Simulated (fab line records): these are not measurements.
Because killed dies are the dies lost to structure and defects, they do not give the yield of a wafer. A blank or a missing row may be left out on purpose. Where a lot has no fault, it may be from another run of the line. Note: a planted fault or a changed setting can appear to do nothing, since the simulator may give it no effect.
Problem report, 8D (eight disciplines) form, completed by code	flow sky130	the parts of the form that need people (team, actions taken, sign-off) are left out

== 1. WHAT IS WRONG ==
SPACER_CVD_00_THK at SKY_SPACER_THK_MEAS_01 reads a mean of 39.7 nm on 3 wafers of 1 lot; wafers without a fault read 43.0 nm with a standard deviation of 0.39. Measured from the usual mean, that is -8.5 standard deviations.
Seen first at day 27 07:22 on filmMetro-03, wafer L351.1. Wafers with a number at this step in the record: 33, from 11 lots. The rule behind "out" and "out of limits": a value lying over 4 standard deviations away from the usual mean. The other wafers with a number count as sound.

== 2. WHAT IT IS AND WHAT IT IS NOT ==
question	is	is not
which readings at this step	SPACER_CVD_00_THK	-
which lots	L351	L340, L341, L342, L344, L345, L347, L348, L360, L361, L362
which wafers of those lots	all that have a number	-
read on which gauges	filmMetro-03	filmMetro-01, filmMetro-04
when	from day 27 07:22	up to then (21 sound wafers); but 9 sound wafers of L360, L361, L362 came after

== 3. SUSPECTS, AND WHAT RULES EACH OUT ==
Counting: a tool stays on the suspect list if, at a process step up to the reading, it processed all lots that are out and no sound lot following the first of them.
- the gauge at SKY_SPACER_THK_MEAS_01 is ruled out. All the wafers that are out were read on filmMetro-03, but those of them that SKY_SPACER_ETCHBACK_02 has rows for are out there too, on other tools.
- lpcvd-02 at SKY_SPACER_CVD_00 (deposits Si3N4 from DCS/NH3, target thk 43.1 nm, time 740 s): ruled out as a lasting fault. Sound lots L360, L361, L362 ran on it after its first lot that is out, L351 (day 27 06:10).
Left after counting: nothing in the record.

== 4. THE CAUSE (what the simulator had put in) ==
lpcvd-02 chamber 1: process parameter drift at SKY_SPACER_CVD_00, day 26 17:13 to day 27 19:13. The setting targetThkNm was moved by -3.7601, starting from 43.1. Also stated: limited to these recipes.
It was ruled out by counting, in error; the rule expects a fault to strike all lots run on its tool from its start on, and this fault did not.

== 5. THE CHAIN OF EFFECTS, in route order ==
Rows list readings where the struck wafers' mean (over those with a number) sits beyond 3 standard deviations from the usual. Only readings whose record carries a usual standard deviation are examined. hours: median over the lots of the time between each lot's start at the first step of this table that gives one and its start at this step. sigmas: the change, counted in usual standard deviations.
hours	step	reading	usual	on struck wafers	change	sigmas
0	SKY_SPACER_THK_MEAS_01	SPACER_CVD_00_THK	43.0 nm	39.7	-3.3	-8.5
0	SKY_SPACER_ETCHBACK_02	oesProductAu	0.853 a.u.	0.816	-0.037	-5.6
Process steps it contains:
- SKY_SPACER_ETCHBACK_02: etches Si3N4 in CH3F/O2, stops on SiO2, time 46.7 s, target depth 45 nm.
At these later measuring or inspecting steps, every struck wafer for which the step has a row has a number for every such reading, and none has moved that far: SKY_LI_CONTACT_OVL_MEAS_13, SKY_CONTACT_THK_MEAS_01.

== 6. WHAT WOULD HAVE CAUGHT IT SOONER ==
In this record the first reading out of limits at a measuring or inspecting step was taken at day 27 07:22, 14 hours after the fault began at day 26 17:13.
Tool readings at SKY_SPACER_CVD_00 with a usual standard deviation given in the record: none out on any struck wafer, hence no alarm at a limit of 4 standard deviations on them.
